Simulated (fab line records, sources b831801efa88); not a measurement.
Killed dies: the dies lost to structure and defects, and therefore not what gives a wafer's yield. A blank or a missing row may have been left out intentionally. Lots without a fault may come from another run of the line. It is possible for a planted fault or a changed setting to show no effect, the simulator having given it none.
fab line records	flow gf180mcu
[record] lots = 13	wafers = 39	last_day = 34
route steps=602 shown STI@18 V1@340
lots untouched by any fault: they come from a run of this same line in which no faults occurred
start_h: the number of hours between the record's first day and the start of the first shown wafer of the lot	wait_h: hours since the lot's step before	" the same as in the row above	L1.1+2: one row covering several wafers at once	- either no value or no given start	* or withheld: withheld	< > ~ a bound
route shown NAME@n: NAME is a module with steps in the file, n the number in the route of the first one	usual: mean/standard deviation taken from wafers without a fault	same: alike in all rows	chamber/n: place in a boat	sites: per-site readings	_std_site: the values' standard deviation	_edge_site: the outer-site mean with the inner-site mean subtracted	radius_mm: for every site, how far away it sits from the centre of the wafer	mask NAME#n: copy n	behind: tool/chamber where the wafer was last shaped	hold: cause of the lot's hold/its duration in hours/its outcome	device: the transistor (n, p or np) that didn't switch	end of line: tests of these same wafers at the route's end	a step given without rows: its recipe and nothing more	killed: count of dies lost to structure and defects at first sort (not the wafer's yield)	map: dies across one wafer; x = killed, . = not, _ = none there
set.NAME: the run value of the setting; set.NAME@STEP: its run value at that earlier step	model.NAME: the simulator's own value behind a step, which no gauge read
a sample of lots followed through the steps of the route, with each step as a table and each wafer as a row
services: the hour from which a tool's chamber was out of use, counted from the record's first day as start_h (under 0 if before that day), plus the number of hours and why
[[steps]]
[step GF_STI_WET_ETCH_17]
[recipe] chemistry = H3PO4	target_depth_nm = 45	temp_c = 160	target = Si3N4	time_s = 514
[usual] bath_guard_temp_C = 159.9/0.52	temp_c = 159.97/0.15
lot.wafer	tool	chamber	start_h	wait_h	bath_guard_temp_C	temp_c
L957.3	wet_bench-01	1	25.81	0.0	159.9	159.97
L957.5	"	1	"	"	159.8	159.91
L957.6	"	1	"	"	160.0	159.94
L958.1	wet_bench-01	3	37.06	0.0	159.5	160.11
L958.2	"	3	"	"	159.6	160.09
L958.5	"	3	"	"	159.4	160.11
L959.1	wet_bench-03	1	37.52	0.0	159.8	160.03
L959.2	"	1	"	"	160.2	160.03
L959.4	"	1	"	"	160.0	160.13
L960.1	wet_bench-01	1	43.81	0.0	160.1	159.90
L960.4	"	1	"	"	159.7	160.09
L960.5	"	1	"	"	160.3	160.21
L961.1	wet_bench-03	2	50.47	0.0	159.9	160.09
L961.4	"	2	"	"	159.6	159.83
L961.6	"	2	"	"	159.5	159.95
L962.1	wet_bench-04	3	50.71	0.0	159.9	159.79
L962.3	"	3	"	"	159.9	159.92
L962.6	"	3	"	"	159.7	159.77
L963.3	wet_bench-01	3	62.01	0.0	159.9	159.91
L963.5	"	3	"	"	159.6	159.99
L963.6	"	3	"	"	159.5	160.07
L966.3	wet_bench-01	0	71.42	0.0	162.6	161.31
L966.4	"	0	"	"	162.9	161.42
L966.5	"	0	"	"	162.5	161.33
L967.2	wet_bench-04	3	76.61	0.0	160.2	159.91
L967.4	"	3	"	"	159.7	160.10
L967.6	"	3	"	"	159.6	159.96
L970.2	wet_bench-01	3	92.71	0.0	160.8	161.05
L970.3	"	3	"	"	160.9	160.98
L970.6	"	3	"	"	160.8	161.33
L973.2	wet_bench-03	3	107.87	0.0	159.8	159.92
L973.3	"	3	"	"	159.8	159.68
L973.4	"	3	"	"	159.7	160.04
L978.1	wet_bench-03	2	134.01	0.0	159.7	160.02
L978.3	"	2	"	"	159.8	159.93
L978.6	"	2	"	"	159.4	159.94
L979.1	wet_bench-03	1	139.62	0.0	160.0	160.07
L979.2	"	1	"	"	160.4	159.97
L979.4	"	1	"	"	159.8	160.02
[step GF_V1_BOW_MEAS_05]
[recipe] mode = bow
[usual] V1_BOW = 83/7
lot.wafer	tool	chamber	start_h	wait_h	V1_BOW[um]
L957.3	film_metro-01	-	396.38	0.3	93
L957.5	"	-	"	"	79
L957.6	"	-	"	"	75
L959.1	film_metro-01	-	407.21	0.2	86
L959.2	"	-	"	"	64
L959.4	"	-	"	"	76
L960.1	film_metro-01	-	411.19	0.1	75
L960.4	"	-	"	"	76
L960.5	"	-	"	"	81
L958.1	film_metro-01	-	413.22	0.1	85
L958.2	"	-	"	"	73
L958.5	"	-	"	"	83
L961.1	film_metro-04	-	430.65	0.1	81
L961.4	"	-	"	"	84
L961.6	"	-	"	"	82
L962.1	film_metro-01	-	434.67	0.2	99
L962.3	"	-	"	"	101
L962.6	"	-	"	"	98
L963.3	film_metro-04	-	452.04	0.3	82
L963.5	"	-	"	"	80
L963.6	"	-	"	"	75
L966.3	film_metro-04	-	469.11	0.2	86
L966.4	"	-	"	"	78
L966.5	"	-	"	"	80
L967.2	film_metro-01	-	483.50	0.3	86
L967.4	"	-	"	"	77
L967.6	"	-	"	"	85
L970.2	film_metro-01	-	510.52	0.1	81
L970.3	"	-	"	"	81
L970.6	"	-	"	"	84
L973.2	film_metro-03	-	533.85	0.3	78
L973.3	"	-	"	"	85
L973.4	"	-	"	"	81
L978.1	film_metro-03	-	566.13	0.1	85
L978.3	"	-	"	"	72
L978.6	"	-	"	"	79
L979.1	film_metro-04	-	573.26	0.1	84
L979.2	"	-	"	"	94
L979.4	"	-	"	"	94
[step GF_V1_CD_MEAS_14]
[recipe] target_cd_nm = 260
[usual] cd_nm = 260.0/1.3
lot.wafer	tool	chamber	start_h	wait_h	cd_nm
L957.3	cd_sem-01	-	419.60	0.1	261.7
L957.5	"	-	"	"	261.2
L957.6	"	-	"	"	261.2
L959.1	cd_sem-01	-	431.71	0.1	259.2
L959.2	"	-	"	"	259.9
L959.4	"	-	"	"	259.8
L960.1	cd_sem-01	-	435.26	0.1	261.6
L960.4	"	-	"	"	260.8
L960.5	"	-	"	"	260.1
L958.1	cd_sem-02	-	437.56	0.1	258.8
L958.2	"	-	"	"	259.2
L958.5	"	-	"	"	258.3
L961.1	cd_sem-01	-	454.87	0.1	258.9
L961.4	"	-	"	"	257.8
L961.6	"	-	"	"	258.7
L962.1	cd_sem-02	-	459.57	0.1	259.4
L962.3	"	-	"	"	259.8
L962.6	"	-	"	"	259.4
L963.3	cd_sem-02	-	476.45	0.1	259.6
L963.5	"	-	"	"	259.2
L963.6	"	-	"	"	260.8
L966.3	cd_sem-01	-	493.15	0.1	257.5
L966.4	"	-	"	"	257.6
L966.5	"	-	"	"	257.6
L967.2	cd_sem-01	-	507.33	0.1	259.0
L967.4	"	-	"	"	258.3
L967.6	"	-	"	"	259.2
L970.2	cd_sem-02	-	533.04	0.1	259.8
L970.3	"	-	"	"	260.8
L970.6	"	-	"	"	260.3
L973.2	cd_sem-01	-	555.68	0.1	261.2
L973.3	"	-	"	"	261.5
L973.4	"	-	"	"	262.5
L978.1	cd_sem-01	-	587.31	0.1	260.4
L978.3	"	-	"	"	260.7
L978.6	"	-	"	"	262.0
L979.1	cd_sem-02	-	594.76	0.1	259.1
L979.2	"	-	"	"	257.1
L979.4	"	-	"	"	258.6
[step GF_V1_STRIP_18]
[recipe] chemistry = O2/N2	power_w = 1400	pressure_mtorr = 1500	platen_temp_c = 250	o2_flow_sccm = 3000	n2_flow_sccm = 300	overash_fraction = 0.5
[usual] drypump_motor_current_A = 5.6/0.43	heater_power_w = 335/31	n2_flow_sccm = 300.3/0.86	oes_product_au = 0.592/0.0053
lot.wafer	tool	chamber	start_h	wait_h	drypump_motor_current_A	heater_power_w	n2_flow_sccm	oes_product_au	rf_hours_counter_h
L957.3	plasma_asher-02	1	419.88	-	6.0	336	300.7	0.596	-
L957.5	"	1	"	"	6.0	327	300.5	0.592	-
L957.6	"	0	"	"	4.9	302	300.8	0.595	-
L959.1	plasma_asher-04	0	432.00	-	5.4	321	299.4	0.593	78
L959.2	"	1	"	"	6.1	370	299.8	0.597	78
L959.4	"	0	"	"	5.4	313	300.9	0.590	-
L960.1	plasma_asher-01	1	435.55	-	5.6	400	300.7	0.593	0
L960.4	"	1	"	"	5.6	399	302.0	0.586	-
L960.5	"	0	"	"	5.6	332	300.8	0.589	-
L958.1	plasma_asher-02	0	437.85	-	4.9	304	299.1	0.596	63
L958.2	"	1	"	"	6.0	330	300.1	0.600	63
L958.5	"	1	"	"	6.0	331	299.9	0.591	-
L961.1	plasma_asher-04	0	455.16	-	5.4	321	300.9	0.591	80
L961.4	"	1	"	"	6.1	359	300.2	0.592	-
L961.6	"	0	"	"	5.4	315	300.6	0.597	-
L962.1	plasma_asher-02	0	459.86	-	4.9	297	299.7	0.598	66
L962.3	"	0	"	"	4.9	305	299.7	0.594	-
L962.6	"	1	"	"	6.0	338	298.7	0.594	-
L963.3	plasma_asher-02	0	476.73	-	4.9	301	301.0	0.599	-
L963.5	"	0	"	"	4.9	306	299.7	0.584	-
L963.6	"	1	"	"	6.0	325	300.6	0.586	-
L966.3	plasma_asher-02	0	493.43	-	4.9	303	300.7	0.594	-
L966.4	"	1	"	"	6.0	333	301.1	0.587	-
L966.5	"	1	"	"	5.9	328	300.4	0.592	-
L967.2	plasma_asher-04	1	507.60	-	6.1	383	301.6	0.592	85
L967.4	"	1	"	"	6.1	382	302.0	0.601	-
L967.6	"	0	"	"	5.4	315	300.6	0.597	-
L970.2	plasma_asher-02	1	533.31	-	6.0	338	300.2	0.583	73
L970.3	"	0	"	"	4.9	297	299.6	0.588	-
L970.6	"	0	"	"	4.9	309	300.9	0.597	-
L973.2	plasma_asher-02	1	555.95	-	6.0	334	300.1	0.594	76
L973.3	"	1	"	"	6.0	335	299.9	0.585	-
L973.4	"	0	"	"	4.9	302	299.0	0.587	-
L978.1	plasma_asher-04	1	587.60	-	6.1	372	299.4	0.585	94
L978.3	"	0	"	"	5.4	314	299.4	0.588	-
L978.6	"	1	"	"	6.1	376	299.8	0.590	-
L979.1	plasma_asher-02	0	595.04	-	4.9	306	301.4	0.595	80
L979.2	"	1	"	"	6.0	325	301.0	0.595	80
L979.4	"	0	"	"	4.9	304	300.5	0.587	-
[[services]]
tool	chamber	start_h	hours	kind
wet_bench-01	-	57.12	1.9	pm
plasma_asher-04	-	59.12	1.4	repair
wet_bench-04	-	81.18	2.2	repair
plasma_asher-02	-	100.08	14.6	repair
wet_bench-04	-	101.54	1.9	pm
plasma_asher-04	-	106.06	14.6	pm
plasma_asher-02	-	136.15	1.6	repair
wet_bench-01	-	162.32	2.0	repair
wet_bench-01	-	300.56	2.5	repair
plasma_asher-01	-	421.30	9.0	pm
plasma_asher-01	0	421.30	9.0	vent_cycle
plasma_asher-01	1	421.30	9.0	vent_cycle
plasma_asher-01	0	430.30	-	clean
plasma_asher-01	1	430.30	-	clean
wet_bench-01	-	430.73	1.7	repair
plasma_asher-02	-	448.45	0.9	repair
plasma_asher-01	-	458.06	14.6	pm
plasma_asher-02	-	468.87	2.8	pm
wet_bench-01	-	469.47	0.7	repair
plasma_asher-02	-	520.92	1.9	repair
[[key]]
[first_sign] step = GF_STI_WET_ETCH_17	reading = temp_c	direction = up	sigmas = 8.7	usual = *	struck = *
[effect] step = GF_STI_WET_ETCH_17	reading = bath_guard_temp_C	direction = up	sigmas = 3.5	usual = *	struck = *
met_at GF_STI_WET_ETCH_17
struck_lots L966,L970
tester_left_out L966,L970
not_acting_at GF_V1_BOW_MEAS_05,GF_V1_CD_MEAS_14,GF_V1_STRIP_18
onset_between 62.01 71.42
[fault] kind = process_parameter_drift	tool = wet_bench-01	chamber = -	onset_h = 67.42	steps = GF_STI_WET_ETCH_17	channel = temp_c	offset = *	shape = step	end_h = 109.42	acts_in = *	stated = *
// tester_left_out: of these lots the tester's yield and bins aren't shown, on N5 and GAA mostly nor the transistor test; their killed dies are dies lost to structure and defects alone, not to doping, threshold or leakage, so they don't give the yield
